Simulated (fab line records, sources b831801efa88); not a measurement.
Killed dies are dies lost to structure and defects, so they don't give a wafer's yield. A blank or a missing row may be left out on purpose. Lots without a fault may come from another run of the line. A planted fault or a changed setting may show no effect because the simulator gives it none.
A struck lot beside a sound one | flow gf180mcu | 15 steps out of a route of 602
Sound: wafers L433.2, L433.5, L433.6. Struck: wafers L440.1, L440.3, L440.4. The cause comes at the end.
At each step with rows: each side's tool, then ch and its chambers, then its first start. Under that, the readings that differ: sound wafers | struck wafers | difference of the means | sigmas: that difference in standard deviations of wafers without a fault.
alike: readings whose means differ by less than 2 such deviations, and words and numbers that are the same on both sides. not compared: withheld readings, readings that some wafer has no value for, bounds like >300 that may hide the same value, and numbers for which the record gives no deviation and whose values overlap.
The two part at a step that has a row with sigmas, a row that says differs or no value, or rows on one side only. Numbers that don't overlap but have no deviation are shown without sigmas and don't part them. A reading that every wafer of one side lacks parts them only if that side has two wafers or more.

first, 1 step without rows for these wafers: GF_NWELL_IMPLANT_09.
GF_NWELL_STRIP_10: strips in O2/N2.
  sound on plasma_asher-01 ch 0,1, day 5 03:25; struck on plasma_asher-02 ch 0,1, day 6 11:55
  reading                     | sound       | struck      | difference | sigmas
  drypump_motor_current_A (A) | 6.4 6.4 6.4 | 5.6 5.4 5.6 | -0.9       | -2
  heater_power_w (W)          | 389 380 351 | 330 332 330 | -43        | -2
  alike: oes_product_au, strip_time_to_endpoint_s
  not compared: rf_hours_counter_h
GF_NWELL_TW_MEAS_11:
  sound on film_metro-01, day 5 03:31; struck on film_metro-01, day 6 12:01
  alike: NWELL_TW
then, 7 steps without rows for these wafers: GF_LVPWELL_DEHYDRATE_00 (time 60 s); GF_LVPWELL_HMDS_01 (prime time 60 s); GF_LVPWELL_COAT_02 (resist thk 3000 nm); GF_LVPWELL_SOFTBAKE_03; GF_LVPWELL_EXPOSE_04 (exposes mask LVPWELL, target cd 600 nm); GF_LVPWELL_PEB_05; GF_LVPWELL_DEVELOP_06 (develop time 60 s).
GF_LVPWELL_OVL_MEAS_07:
  sound on overlay-02, day 5 17:23; struck on overlay-02, day 7 03:02
  alike: LVPWELL_OVL
then, 1 step without rows for these wafers: GF_LVPWELL_IMPLANT_08.
GF_LVPWELL_IMPLANT_09:
  sound on implanter-02 ch 0, day 5 17:35; struck on implanter-03 ch 0, day 7 03:13
  reading                   | sound                | struck               | difference | sigmas
  beam_energy_keV           | 60.023 60.014 60.020 | 62.149 62.140 62.107 | +2.113     | +99 or more
  model.implant.rp_nm (nm)  | 187.3 187.3 187.3    | 198.2 198.2 198.2    | +10.9      |
  model.implant.drp_nm (nm) | 64.53 64.53 64.53    | 65.71 65.71 65.71    | +1.18      |
  alike: faraday_current_uA
GF_LVPWELL_STRIP_10: strips in O2/N2.
  sound on plasma_asher-01 ch 0,1, day 5 17:43; struck on plasma_asher-03 ch 0,1, day 7 03:22
  alike: drypump_motor_current_A, heater_power_w, oes_product_au, strip_time_to_endpoint_s
  not compared: rf_hours_counter_h
then, 1 step without rows for these wafers: GF_PASSIVATION_PROBE_99.

WHERE THEY PART
First at GF_NWELL_STRIP_10; last, within this record, at GF_LVPWELL_IMPLANT_09. Later steps at which nothing parts them and some readings are alike: GF_LVPWELL_STRIP_10.

WHY: what the simulator had put in
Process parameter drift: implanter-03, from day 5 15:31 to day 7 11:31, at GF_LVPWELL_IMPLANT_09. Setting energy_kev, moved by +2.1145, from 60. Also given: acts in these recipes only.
